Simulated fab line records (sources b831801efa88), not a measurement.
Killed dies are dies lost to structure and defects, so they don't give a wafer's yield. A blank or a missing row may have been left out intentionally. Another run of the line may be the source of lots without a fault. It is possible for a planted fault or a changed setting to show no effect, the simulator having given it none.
Comparing a struck lot with a sound one -- flow sfq-line -- 14 out of 325 route steps
Sound: wafers L913.1, L913.5, L913.6. Wafers struck: L925.1, L925.2, L925.3. At the end, the cause is stated.
Each step with rows lists, per side, the tool, then ch with its chambers, then its first start. Under that, the readings that differ: sound wafers -- struck wafers -- difference of the means -- sigmas: that difference in standard deviations of wafers without a fault.
alike: readings with means less than 2 such deviations apart, plus words and numbers identical on both sides. not compared: withheld readings, readings lacking a value on some wafer, bounds such as >300 that could conceal the same value, and numbers that have no deviation in the record and whose values overlap.
The two part at a step that has a row with sigmas, a row that says differs or no value, or rows on one side only. Numbers that don't overlap but have no deviation are shown without sigmas and don't part them. Lack of a reading on every wafer of one side parts them only where that side has two or more wafers.

SFQ_M7_OVL_MEAS_945:
  sound on overlay-02 at day 82 13:53; struck on overlay-01 at day 86 10:40
  alike: M7_OVL
SFQ_TRILAYER_M7_BARC_OPEN_METAL_ETCH_229: etches BARC in O2, target depth 125 nm, time 41.7 s.
  sound on rie-metal-01 ch 0,1, day 82 13:56; struck on rie-metal-01 ch 0,1, day 86 10:41
  alike: drypump-motor-current-A, oes-product-au
  not compared: rf-hours-counter-h
SFQ_TRILAYER_M7_ETCH_METAL_ETCH_180: etches Nb in Cl2/Ar, stops on SiO2, target depth 240 nm, time 120 s.
  sound on rie-metal-01 ch 0,1, day 82 13:59; struck on rie-metal-01 ch 0,1, day 86 10:45
reading,sound,struck,difference,sigmas
oes-product-au (a.u.),0.901 0.893 0.900,0.879 0.878 0.881,-0.019,-3
  alike: drypump-motor-current-A
  not compared: rf-hours-counter-h
SFQ_TRILAYER_M7_STRIP_STRIP_181: strips in O2.
  sound on rie-metal-01 ch 0,1, day 82 14:07; struck on rie-metal-01 ch 0,1, day 86 10:53
  alike: drypump-motor-current-A, oes-product-au
  not compared: rf-hours-counter-h
then, 1 step without rows for these wafers: SFQ_TRILAYER_M7_STRIP_SOLV_CLEAN_182 (cleans in NMP, time 600 s).
SFQ_TRILAYER_I7_DEP_PECVD_183: deposits SiO2 from SiH4/N2O, time 111.11 s, target thk 500 nm.
  sound on pecvd-03 ch 1,2, day 82 15:17; struck on pecvd-02 ch 0,1,2, day 86 11:39
  alike: chamber-pressure-Torr, heater-power-w, showerhead-vpp-V, throttle-valve-pct
SFQ_TRILAYER_I7_CMP_CMP_184: polishes SiO2.
  sound on cmp-01 ch 0,3, day 82 15:52; struck on cmp-02 ch 0,2,3, day 86 12:25
  alike: motor-current-A, time-to-endpoint-s
SFQ_I7_BOW_MEAS_946:
  sound on film-metro-04 at day 82 18:22; struck on film-metro-02 at day 86 15:25
reading,sound,struck,difference,sigmas
I7_BOW (um),6 17 26,-4 -11 -16,-27,-2
then, 4 steps without rows for these wafers: SFQ_TRILAYER_I7_METRO_MEASURE_185; SFQ_TRILAYER_I7_VIA_LITHO_COAT_192 (resist thk 62 nm); SFQ_TRILAYER_I7_VIA_LITHO_COAT_187 (resist thk 650 nm); SFQ_TRILAYER_I7_VIA_LITHO_SOFTBAKE_191.
-- the record jumps here: 4 days lie between the struck wafers' starts before and after --
SFQ_TRILAYER_I7_VIA_LITHO_EXPOSE_188: exposes mask I7, target cd 1000 nm.
  sound on krf-scanner-01 ch 0, day 87 00:46; struck on krf-scanner-02, day 90 15:08
  no value came back on the struck wafers for exposure-dose-mJ-cm2, focus-offset-nm (nm); on the sound wafers exposure-dose-mJ-cm2 reads 21.262 21.282 21.289
  alike: mask
then, 1 step without rows for these wafers: SFQ_TRILAYER_I7_VIA_LITHO_PEB_190 (peb time 60 s).

## WHERE THEY PART
First at SFQ_TRILAYER_M7_ETCH_METAL_ETCH_180; last, within this record, at SFQ_TRILAYER_I7_VIA_LITHO_EXPOSE_188.

WHY: the cause the simulator had injected
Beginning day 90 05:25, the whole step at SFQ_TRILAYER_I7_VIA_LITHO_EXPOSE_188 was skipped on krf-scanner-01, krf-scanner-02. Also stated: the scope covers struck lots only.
